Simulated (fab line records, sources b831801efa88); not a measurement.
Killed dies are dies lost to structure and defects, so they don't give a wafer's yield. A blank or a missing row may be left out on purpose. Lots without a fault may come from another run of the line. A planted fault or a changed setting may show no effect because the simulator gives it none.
fab line records | flow sfq_line
record lots=14 wafers=42 last_day=77
route steps=325 shown M6@251
lots that met no fault: from a run of the same line without faults
start_h: hours from the record's first day to the start of the lot's first wafer shown | wait_h: hours since the lot's step before | " the same as in the row above | L1.1+2: a row that stands for several wafers | - no value, or no start given | * or withheld: withheld | < > ~ a bound
route shown NAME@n: a module of which the file shows steps, and the number in the route of the first | usual: mean/standard deviation of fault-free wafers | same: alike in all rows | chamber/n: place in a boat | sites: the reading at each site | _std_site: their standard deviation | _edge_site: outer sites' mean less inner sites' | radius_mm: how far each site lies from the wafer's centre | mask NAME#n: copy n | behind: the tool/chamber that last shaped the wafer | hold: why the lot was held/for how many hours/how that ended | device: the transistor (n, p or np) that didn't switch | end of line: the same wafers' tests at the end of the route | a step without rows: its recipe alone | killed: dies lost to structure and defects at the first sort, not the wafer's yield | map: a wafer's dies, x killed, . not, _ none there
set.NAME: the setting as run; set.NAME@STEP: as run at that earlier step | model.NAME: the simulator's own value behind a step, which no gauge read
steps of the route over a sample of lots; a table a step, a row a wafer
services: from which hour (start_h, from the record's first day; less than 0 if before it) a tool's chamber was out of use, for how many hours, and why
## steps
# step SFQ_TRILAYER_M6_DEP_PRE_CLEAN_158
# recipe gas=Ar time_s=22.5 bias_v=250
# usual bias_v=249.8/2.5 time_s=22.5/0
# columns lot.wafer tool chamber start_h wait_h bias_v time_s
L449.2 pvd_sputter-05 - 1358.40 0.0 248.3 22.5
L449.4 " - " " 246.5 22.5
L449.6 " - " " 249.5 22.5
L451.1 pvd_sputter-03 - 1366.76 0.0 246.7 22.5
L451.2 " - " " 255.0 22.5
L451.6 " - " " 248.9 22.5
L454.2 pvd_sputter-03 - 1406.98 0.0 249.0 22.5
L454.3 " - " " 247.2 22.5
L454.5 " - " " 251.0 22.5
L455.1 pvd_sputter-03 - 1410.38 0.0 247.4 22.5
L455.2 " - " " 250.8 22.5
L455.6 " - " " 249.2 22.5
L456.3 pvd_sputter-03 - 1416.98 0.0 252.8 22.5
L456.4 " - " " 251.4 22.5
L456.5 " - " " 248.0 22.5
L457.1 pvd_sputter-05 - 1417.58 0.0 249.4 22.5
L457.3 " - " " 247.7 22.5
L457.6 " - " " 253.0 22.5
L459.1 pvd_sputter-03 - 1437.54 0.0 247.4 22.5
L459.2 " - " " 253.1 22.5
L459.6 " - " " 253.3 22.5
L461.2 pvd_sputter-05 - 1458.94 0.0 - -
L461.4 " - " " - -
L461.6 " - " " - -
L462.1 pvd_sputter-05 - 1462.54 0.0 - -
L462.5 " - " " - -
L462.6 " - " " - -
L463.1 pvd_sputter-05 - 1469.74 0.0 249.9 22.5
L463.4 " - " " 249.5 22.5
L463.5 " - " " 247.7 22.5
L464.2 pvd_sputter-05 - 1478.73 0.0 246.6 22.5
L464.3 " - " " 251.4 22.5
L464.4 " - " " 248.5 22.5
L465.3 pvd_sputter-05 - 1484.13 0.0 249.6 22.5
L465.5 " - " " 245.2 22.5
L465.6 " - " " 245.1 22.5
L467.1 pvd_sputter-05 - 1499.83 0.0 248.4 22.5
L467.2 " - " " 253.9 22.5
L467.5 " - " " 256.4 22.5
L471.2 pvd_sputter-04 - 1516.03 0.0 247.2 22.5
L471.5 " - " " 252.3 22.5
L471.6 " - " " 249.5 22.5
## services
# columns tool chamber start_h hours kind
pvd_sputter-04 - 1337.89 6.5 repair
pvd_sputter-04 - 1354.68 5.3 repair
pvd_sputter-05 - 1362.29 5.1 repair
pvd_sputter-04 - 1402.80 104.2 repair
pvd_sputter-03 - 1448.63 2.0 repair
pvd_sputter-05 - 1451.14 1.0 repair
pvd_sputter-03 - 1514.68 4.7 repair
## key
first_sign step=SFQ_TRILAYER_M6_DEP_PRE_CLEAN_158 reading=tool_record direction=missing
effect none on later readings
met_at SFQ_TRILAYER_M6_DEP_PRE_CLEAN_158
struck_lots L461,L462
onset_between 1417.58 1458.94
fault kind=skipped_step_whole tool=pvd_sputter-05 chamber=- onset_h=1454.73 steps=SFQ_TRILAYER_M6_DEP_PRE_CLEAN_158 scope=struck_lots_only
